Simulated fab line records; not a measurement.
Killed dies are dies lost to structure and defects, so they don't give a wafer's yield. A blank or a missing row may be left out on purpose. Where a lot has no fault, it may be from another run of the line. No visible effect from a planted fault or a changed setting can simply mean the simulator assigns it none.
What tool caused it? :: flow gf180mcu :: Sampling: 11 lots, 32 wafers, 5 of 602 route steps

## WHAT THE GAUGES SHOWED, per wafer
GF_M3_THK_MEAS_06: measures by xrf.
lot: L958
measured: day 20 06:58
on: film metro-03
M3_ALCU_THK (nm): 458 452 454

lot: L959
measured: day 20 18:41
on: film metro-04
M3_ALCU_THK (nm): 456 455 453

lot: L966
measured: day 23 17:04
on: film metro-04
M3_ALCU_THK (nm): 454 456

lot: L971
measured: day 25 03:16
on: film metro-04
M3_ALCU_THK (nm): 453 454 447

lot: L972
measured: day 25 10:36
on: film metro-04
M3_ALCU_THK (nm): 453 449 457

lot: L973
measured: day 25 15:38
on: film metro-04
M3_ALCU_THK (nm): 446 450 445

lot: L977
measured: day 27 00:41
on: film metro-04
M3_ALCU_THK (nm): 447 443 453

lot: L978
measured: day 27 07:55
on: film metro-03
M3_ALCU_THK (nm): 450 451 453

lot: L979
measured: day 27 12:55
on: film metro-03
M3_ALCU_THK (nm): 451 451 449

lot: L980
measured: day 27 16:46
on: film metro-03
M3_ALCU_THK (nm): 459 459 459

lot: L981
measured: day 28 01:26
on: film metro-03
M3_ALCU_THK (nm): 450 447 448

GF_V3_BOW_MEAS_05.
lot: L958
measured: day 21 07:56
on: film metro-02
V3_BOW (um): 110 117 113

lot: L959
measured: day 21 19:54
on: film metro-02
V3_BOW (um): 121 129 120

lot: L966
measured: day 24 17:16
on: film metro-03
V3_BOW (um): 136 119

lot: L971
measured: day 26 01:38
on: film metro-03
V3_BOW (um): 122 120 124

lot: L972
measured: day 26 08:24
on: film metro-01
V3_BOW (um): 118 120 123

lot: L973
measured: day 26 14:14
on: film metro-01
V3_BOW (um): 107 119 113

lot: L977
measured: day 27 21:31
on: film metro-02
V3_BOW (um): 129 129 126

lot: L978
measured: day 28 04:41
on: film metro-02
V3_BOW (um): 118 109 117

lot: L979
measured: day 28 09:37
on: film metro-01
V3_BOW (um): 129 130 132

lot: L980
measured: day 28 14:13
on: film metro-03
V3_BOW (um): 108 125 111

lot: L981
measured: day 28 21:50
on: film metro-03
V3_BOW (um): 116 113 121

GF_V3_RS_MEAS_24: uses a four-point probe to measure.
lot: L958
measured: day 22 09:01
on: film metro-02
V3_W_RS (ohm/sq): 0.315 0.330 0.332

lot: L959
measured: day 22 20:55
on: film metro-02
V3_W_RS (ohm/sq): 0.327 0.312 0.321

lot: L966
measured: day 25 16:27
on: film metro-02
V3_W_RS (ohm/sq): 0.331 0.328 0.331 0.328

lot: L971
measured: day 26 23:28
on: film metro-03
V3_W_RS (ohm/sq): 0.321 0.331 0.319

lot: L972
measured: day 27 06:29
on: film metro-01
V3_W_RS (ohm/sq): 0.328 0.320 0.328

lot: L973
measured: day 27 11:13
on: film metro-03
V3_W_RS (ohm/sq): 0.321 0.336 0.321

lot: L977
measured: day 28 18:04
on: film metro-02
V3_W_RS (ohm/sq): 0.328 0.329 0.328

lot: L978
measured: day 29 00:30
on: film metro-01
V3_W_RS (ohm/sq): 0.320 0.332 0.334

lot: L979
measured: day 29 06:23
on: film metro-02
V3_W_RS (ohm/sq): 0.327 0.316 0.322

lot: L980
measured: day 29 10:14
on: film metro-01
V3_W_RS (ohm/sq): 0.313 0.327 0.323

lot: L981
measured: day 29 18:17
on: film metro-02
V3_W_RS (ohm/sq): 0.316 0.325 0.324

GF_M4_CD_MEAS_14: the cd target is 280 nm.
lot: L958
measured: day 23 08:19
on: cd sem-01
cd nm (nm): 279.9 280.9 281.7

lot: L959
measured: day 23 20:21
on: cd sem-02
cd nm (nm): 277.8 279.0 277.7

lot: L966
measured: day 26 13:23
on: cd sem-01
cd nm (nm): 279.8 279.3

lot: L971
measured: day 27 19:55
on: cd sem-02
cd nm (nm): 280.7 280.0 280.0

lot: L972
measured: day 28 03:04
on: cd sem-02
cd nm (nm): 279.2 278.7 278.5

lot: L973
measured: day 28 07:56
on: cd sem-02
cd nm (nm): 280.8 278.3 279.6

lot: L977
measured: day 29 13:47
on: cd sem-01
cd nm (nm): 279.1 277.9 278.5

lot: L978
measured: day 29 20:16
on: cd sem-02
cd nm (nm): 281.6 280.7 280.8

lot: L979
measured: day 30 01:43
on: cd sem-02
cd nm (nm): 280.3 280.8 281.3

lot: L980
measured: day 30 06:03
on: cd sem-01
cd nm (nm): 280.3 280.3 280.1

lot: L981
measured: day 30 13:20
on: cd sem-02
cd nm (nm): 280.8 279.4 280.1

## WHICH TOOL RAN EACH LOT (tool, then ch and the chambers of the sampled wafers, then the start)
lot: L958
GF_V3_SPUTTER_22: pvd sputter-03, day 22 08:52

lot: L959
GF_V3_SPUTTER_22: pvd sputter-04, day 22 20:43

lot: L966
GF_V3_SPUTTER_22: pvd sputter-04, day 25 16:16

lot: L971
GF_V3_SPUTTER_22: pvd sputter-01, day 26 23:19

lot: L972
GF_V3_SPUTTER_22: pvd sputter-01, day 27 06:20

lot: L973
GF_V3_SPUTTER_22: pvd sputter-01, day 27 11:04

lot: L977
GF_V3_SPUTTER_22: pvd sputter-04, day 28 17:47

lot: L978
GF_V3_SPUTTER_22: pvd sputter-04, day 29 00:21

lot: L979
GF_V3_SPUTTER_22: pvd sputter-01, day 29 06:14

lot: L980
GF_V3_SPUTTER_22: pvd sputter-04, day 29 10:05

lot: L981
GF_V3_SPUTTER_22: pvd sputter-04, day 29 18:05
- GF_V3_SPUTTER_22: material TiN, target thk 10 nm, time 40 s.

## AS READ BY THE TOOLS THEMSELVES (means over the sampled wafers that have a number; for cases with no such wafer, the mark the record gives instead)
GF_V3_SPUTTER_22.
lot: L958
tool: pvd sputter-03
throttle valve pct (%): 29.8

lot: L959
tool: pvd sputter-04
throttle valve pct (%): 29.3

lot: L966
tool: pvd sputter-04
throttle valve pct (%): 29.1

lot: L971
tool: pvd sputter-01
throttle valve pct (%): 29.7

lot: L972
tool: pvd sputter-01
throttle valve pct (%): 29.8

lot: L973
tool: pvd sputter-01
throttle valve pct (%): 29.9

lot: L977
tool: pvd sputter-04
throttle valve pct (%): 29.4

lot: L978
tool: pvd sputter-04
throttle valve pct (%): 29.6

lot: L979
tool: pvd sputter-01
throttle valve pct (%): 29.7

lot: L980
tool: pvd sputter-04
throttle valve pct (%): 29.1

lot: L981
tool: pvd sputter-04
throttle valve pct (%): 29.6

## THE ANSWER, worked out from the rows above alone
Rule: what is usual is taken from the lots themselves. The widest of any qualifying gaps counts: lots, ordered by their means at a reading, are off when they make up no more than a third of the lots, leave a main group of 4 or more, and stand apart from it by 3 or more times the standard deviation of that group's means. Not used: any main group whose means are identical at the precision the tables above print for the reading. A lot without any number at a reading at which 4 lots or more have one is off too. The other lots that the step has rows for count as sound. Order of review: gauges by route order, followed by the tools' own readings, for which a lot's mean as printed above is used. The first step at which some lot is off is used, and at that step the reading that is off furthest; a lot without a number counts as furthest.
Nothing can be told from this: no lot is off at any reading shown.

## WHAT WAS PUT IN BY THE SIMULATOR
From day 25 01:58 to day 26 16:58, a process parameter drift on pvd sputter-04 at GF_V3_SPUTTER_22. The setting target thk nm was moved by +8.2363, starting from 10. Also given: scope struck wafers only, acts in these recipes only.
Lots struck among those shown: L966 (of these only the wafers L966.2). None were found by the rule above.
